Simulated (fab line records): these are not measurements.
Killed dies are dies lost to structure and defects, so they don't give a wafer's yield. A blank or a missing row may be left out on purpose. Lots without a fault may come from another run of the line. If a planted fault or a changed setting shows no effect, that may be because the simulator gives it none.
Which tool did it?    flow sky130    36 wafers from 13 lots sampled at 5 of the route's 708 steps

WHAT EACH GAUGE READ, for each wafer
No reading from a measuring or inspecting step in the record can be judged against a usual standard deviation.

WHICH TOOL RAN EACH LOT (tool, then ch and the chambers of the sampled wafers, then the start)
lot   SKY_VIA2_ETCH_14                    SKY_METAL3_SPUTTER_01         SKY_METAL3_SPUTTER_04         SKY_VIA3_CMP_24                SKY_PAD_OPEN_PROBE_99
L815  rie diel-04 ch 1,2, day 36 09:53    pvd sputter-03, day 36 11:17  pvd sputter-03, day 36 11:22  cmp-02 ch 0,1, day 39 19:21    prober-01, day 45 23:29
L817  rie diel-04 ch 1,3, day 36 21:14    pvd sputter-01, day 36 22:38  pvd sputter-01, day 36 22:43  cmp-01 ch 1,2,3, day 40 07:14  -
L819  rie diel-04 ch 0,1,2, day 37 23:14  pvd sputter-01, day 38 00:38  pvd sputter-01, day 38 00:43  cmp-02 ch 0,1,2, day 41 07:09  -
L820  rie diel-04 ch 0,3, day 38 05:20    pvd sputter-01, day 38 06:44  pvd sputter-01, day 38 06:50  cmp-01 ch 0,2,3, day 41 13:27  -
L821  rie diel-03 ch 0,1,3, day 38 08:40  pvd sputter-03, day 38 10:06  pvd sputter-03, day 38 10:11  cmp-02 ch 0,1,2, day 41 18:43  -
L822  rie diel-04 ch 0,1,3, day 38 19:23  pvd sputter-03, day 38 20:49  pvd sputter-03, day 38 20:55  cmp-01 ch 0,1,2, day 42 03:15  -
L824  rie diel-03 ch 1,2,3, day 39 06:34  pvd sputter-03, day 39 07:58  pvd sputter-03, day 39 08:03  cmp-02 ch 0,3, day 42 14:00    -
L826  rie diel-04 ch 1,2,3, day 39 19:32  pvd sputter-03, day 39 20:59  pvd sputter-03, day 39 21:04  cmp-01 ch 2,3, day 43 02:33    prober-02, day 48 16:53
L832  rie diel-03 ch 0,3, day 41 13:26    pvd sputter-01, day 41 14:50  pvd sputter-01, day 41 14:55  cmp-01 ch 1,3, day 44 15:48    prober-02, day 49 20:58
L833  rie diel-01 ch 1,3, day 41 23:11    pvd sputter-02, day 42 00:35  pvd sputter-02, day 42 00:41  cmp-01 ch 1,2, day 45 02:26    prober-02, day 50 05:25
L835  rie diel-01 ch 0,2, day 42 08:11    pvd sputter-01, day 42 09:35  pvd sputter-01, day 42 09:40  cmp-01 ch 0,3, day 45 11:09    prober-02, day 50 12:29
L837  rie diel-03 ch 1,3, day 42 20:04    pvd sputter-02, day 42 21:28  pvd sputter-02, day 42 21:32  cmp-02 ch 2,3, day 45 18:53    -
L838  rie diel-01 ch 0,1,2, day 43 01:32  pvd sputter-03, day 43 02:56  pvd sputter-03, day 43 03:01  cmp-02 ch 0,1,3, day 46 01:03  prober-01, day 50 22:08
- SKY_VIA2_ETCH_14: etches BARC in N2/H2, stops on SiO2, time 45.9 s, target depth 60 nm.
- SKY_METAL3_SPUTTER_01: material TiN, target thk 20 nm, time 16.7 s.
- SKY_METAL3_SPUTTER_04: material TiN, target thk 70 nm, time 58.3 s.
- SKY_VIA3_CMP_24: polishes, stops on SiO2, t overpolish 20 s, target thk 0 nm.
- SKY_PAD_OPEN_PROBE_99

WHAT THE TOOLS THEMSELVES READ (means of the sampled wafers that have a number; where no wafer has one, the mark that the record gives instead)
SKY_VIA2_ETCH_14.
lot   tool         drypump motor current A (A)  oes product au (a.u.)  throttle valve pct (%)
L815  rie diel-04  6.4                          0.852                  13.218
L817  rie diel-04  6.2                          0.855                  13.229
L819  rie diel-04  6.2                          0.854                  13.231
L820  rie diel-04  5.9                          0.857                  13.226
L821  rie diel-03  5.9                          0.854                  13.224
L822  rie diel-04  6.1                          0.852                  13.232
L824  rie diel-03  5.7                          0.852                  13.225
L826  rie diel-04  6.4                          0.851                  13.236
L832  rie diel-03  6.1                          0.859                  13.234
L833  rie diel-01  5.9                          0.859                  13.220
L835  rie diel-01  6.1                          0.861                  13.235
L837  rie diel-03  6.0                          0.854                  13.222
L838  rie diel-01  6.2                          0.857                  13.226

SKY_METAL3_SPUTTER_01.
lot   tool            throttle valve pct (%)
L815  pvd sputter-03  29.4
L817  pvd sputter-01  29.8
L819  pvd sputter-01  29.3
L820  pvd sputter-01  29.4
L821  pvd sputter-03  30.2
L822  pvd sputter-03  30.4
L824  pvd sputter-03  29.8
L826  pvd sputter-03  30.0
L832  pvd sputter-01  30.1
L833  pvd sputter-02  30.1
L835  pvd sputter-01  30.3
L837  pvd sputter-02  30.4
L838  pvd sputter-03  29.9

SKY_METAL3_SPUTTER_04.
lot   tool            throttle valve pct (%)
L815  pvd sputter-03  29.5
L817  pvd sputter-01  29.8
L819  pvd sputter-01  29.5
L820  pvd sputter-01  29.5
L821  pvd sputter-03  30.4
L822  pvd sputter-03  30.3
L824  pvd sputter-03  29.7
L826  pvd sputter-03  29.8
L832  pvd sputter-01  30.0
L833  pvd sputter-02  30.1
L835  pvd sputter-01  30.4
L837  pvd sputter-02  30.4
L838  pvd sputter-03  30.0

SKY_VIA3_CMP_24.
lot   tool    motor current A (A)  overpolish run s (s)  time to endpoint s (s)
L815  cmp-02  10.4                 19.989                94
L817  cmp-01  10.0                 20.004                98
L819  cmp-02  10.6                 19.999                100
L820  cmp-01  10.7                 19.997                92
L821  cmp-02  10.6                 19.998                93
L822  cmp-01  10.5                 19.997                101
L824  cmp-02  10.6                 20.002                101
L826  cmp-01  10.3                 20.004                96
L832  cmp-01  10.2                 10.027                121
L833  cmp-01  9.8                  10.022                122
L835  cmp-01  11.3                 10.021                118
L837  cmp-02  11.0                 19.995                102
L838  cmp-02  10.3                 20.004                105

SKY_PAD_OPEN_PROBE_99.
lot   tool       defect limited yield (%)  killed_at_M0_to_M3  killed_at_M4_up  killed at contacts  killed at front end  killed at other  killed dies  killed on rim  killed open  killed short  sort_bin_3_pad_short (%)  sort_bin_5_function (%)  sort_bin_6_memory (%)  sort n pass  sort yield pct (%)
L815  prober-01  82.8                      40                  2.3              26                  15                   0.7              84           15             47           36            1.0                       9.4                      6.7                    408          82.8
L826  prober-02  82.9                      41                  3.7              20                  19                   0.3              84           16             40           43            0.6                       10.8                     5.7                    408          82.9
L832  prober-02  41.5                      246                 4.0              22                  16                   0.0              288          56             46           40            41.9                      9.9                      6.7                    204          41.5
L833  prober-02  42.6                      250                 2.0              20                  10                   0.5              282          54             38           39            41.9                      11.2                     4.4                    210          42.6
L835  prober-02  39.6                      248                 8.0              27                  14                   0.0              297          56             49           46            42.1                      11.2                     7.0                    195          39.6
L838  prober-01  83.7                      36                  4.0              26                  14                   0.0              80           16             49           31            0.4                       9.6                      6.3                    412          83.7

THE ANSWER, worked out from the rows above alone
Rule: usual is defined by the lots themselves. Put in order of their means at a reading, lots are off if they are a third of the lots or fewer, leave a main group of 4 or more, and stand apart from it by a gap of 3 or more times the standard deviation of the main group's means; of several such gaps the widest counts. A main group whose means are all the same, to the digits that the tables above print for the reading, isn't used. Also off: a lot with no number at a reading for which 4 or more lots have one. Any other lot the step has rows for is counted as sound. The gauges are gone through in route order, then the tools' own readings, and for those a lot's mean is taken as printed above. The first step at which some lot is off is used, and at that step the reading that is off furthest; a lot without a number counts as furthest.
Off, at SKY_VIA3_CMP_24 on overpolish run s: L832, L833, L835. The main group: mean 19.999 s, standard deviation 0.0046.
A tool fits if, at that step or a process step before it, it ran every lot that is off, and no sound lot after the first of them. One fits: cmp-01 at SKY_VIA3_CMP_24. Its last sound lot is L826 (day 43 02:33), its first lot that is off L832 (day 44 15:48): a fault that began between those two fits.
The tool's own readings at SKY_VIA3_CMP_24 bear it out: on the lots that are off they differ by more than 5 times the standard deviation of the sound lots' means. overpolish run s reads 10.023 s there against 19.999 s on the sound lots; time to endpoint s reads 120 s there against 98 s on the sound lots.

WHAT THE SIMULATOR HAD INSERTED
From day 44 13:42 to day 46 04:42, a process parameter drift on cmp-01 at SKY_VIA3_CMP_24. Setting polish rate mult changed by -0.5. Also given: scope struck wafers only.
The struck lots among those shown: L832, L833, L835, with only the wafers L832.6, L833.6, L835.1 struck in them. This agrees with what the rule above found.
